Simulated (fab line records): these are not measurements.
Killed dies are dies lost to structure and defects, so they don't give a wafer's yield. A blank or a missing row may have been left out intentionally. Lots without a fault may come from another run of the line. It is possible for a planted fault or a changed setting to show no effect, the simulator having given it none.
8D (eight disciplines) problem report, filled in by code ; flow sfq_line ; the parts of the form that need people (team, actions taken, sign-off) are left out

== 1. WHAT IS WRONG ==
At SFQ_TRILAYER_C5_ETCH_VIA_ETCH_154, oes_product_au averages 0.933 a.u. over 2 wafers from 2 lots, while fault-free wafers read 0.895 a.u., standard deviation 0.008. Relative to the usual mean, that is a shift of +4.8 standard deviations.
The step: etches SiO2 in CHF3, stops on Nb, target depth 84 nm.
First observed at day 75 10:38: wafer L795.3, on rie_diel-02. At this step, 42 wafers from 14 lots have a number in the record. Rule for "out", or "out of limits": more than 4 standard deviations from the usual mean. Any other wafer with a number is counted as sound.

== 2. WHAT IT IS, AND WHAT IT ISN'T ==
question;is;is not
which readings at this step;oes_product_au;chamber_pressure_mTorr, drypump_motor_current_A, rf_fwd_power_W
which lots;L795, L797;L787, L788, L790, L792, L798, L799, L802, L805, L806, L807, L808, L809
which wafers of those lots;L795.3, L797.3;L795.2, L795.4, L797.4, L797.5
read on which tools;rie_diel-01, rie_diel-02;rie_diel-04
when;from day 75 10:38;"up to then (14 sound wafers); but 26 sound wafers of L797, L798, L799, L802, L805, L806, L807, L808, L809 came after"

== 3. SUSPECTS, AND WHAT RULES EACH OUT ==
Counting: if a tool at a process step up to the reading ran every lot that is out, it stays a suspect. Sound lots after the first of them don't rule it out here, since some wafers of a struck lot are sound.
- pecvd-02 at SFQ_TRILAYER_A5C_DEP_PECVD_142 (deposits SiO2 from SiH4/N2O, time 15.556 s, target thk 70 nm): kept. Every lot that is out went through it, the first being L795 (day 66 14:56); the last sound lot it ran before that was L790 (day 65 10:47).
The count leaves pecvd-02 at SFQ_TRILAYER_A5C_DEP_PECVD_142.

== 4. THE CAUSE (what the simulator had put in) ==
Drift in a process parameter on pecvd-02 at SFQ_TRILAYER_A5C_DEP_PECVD_142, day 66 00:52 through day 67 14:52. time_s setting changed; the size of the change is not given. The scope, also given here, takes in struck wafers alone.
This tool alone remained once counting was done.

== 5. THE EFFECT CHAIN, in route order ==
Rows list readings where the struck wafers' mean (over those with a number) sits beyond 3 standard deviations from the usual. Scope: only readings with a usual standard deviation given in the record; hours: median across lots of the time from each lot's start at the first step in this table that gives one to its start at this step; sigmas: change in usual standard deviations.
hours;step;reading;usual;on struck wafers;change;sigmas
0;SFQ_TRILAYER_C5_ETCH_VIA_ETCH_154;oes_product_au;0.895 a.u.;0.933;+0.038;+4.8
The process steps in it:
- SFQ_TRILAYER_C5_ETCH_VIA_ETCH_154: etches SiO2 in CHF3, stops on Nb, target depth 84 nm.

== 6. WHAT WOULD HAVE CAUGHT IT SOONER ==
In this record the first reading out of limits was taken at day 75 10:38, 226 hours after the fault began at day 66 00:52.
Of the tool readings at SFQ_TRILAYER_A5C_DEP_PECVD_142 for which the record gives a usual standard deviation, none was out on any struck wafer, so an alarm limit of 4 standard deviations on them would not have fired.
Each of the lots that are out, 2 in all, had begun SFQ_TRILAYER_A5C_DEP_PECVD_142 on pecvd-02 no later than day 75 10:38. A hold on the tool at that time would have spared none of them.
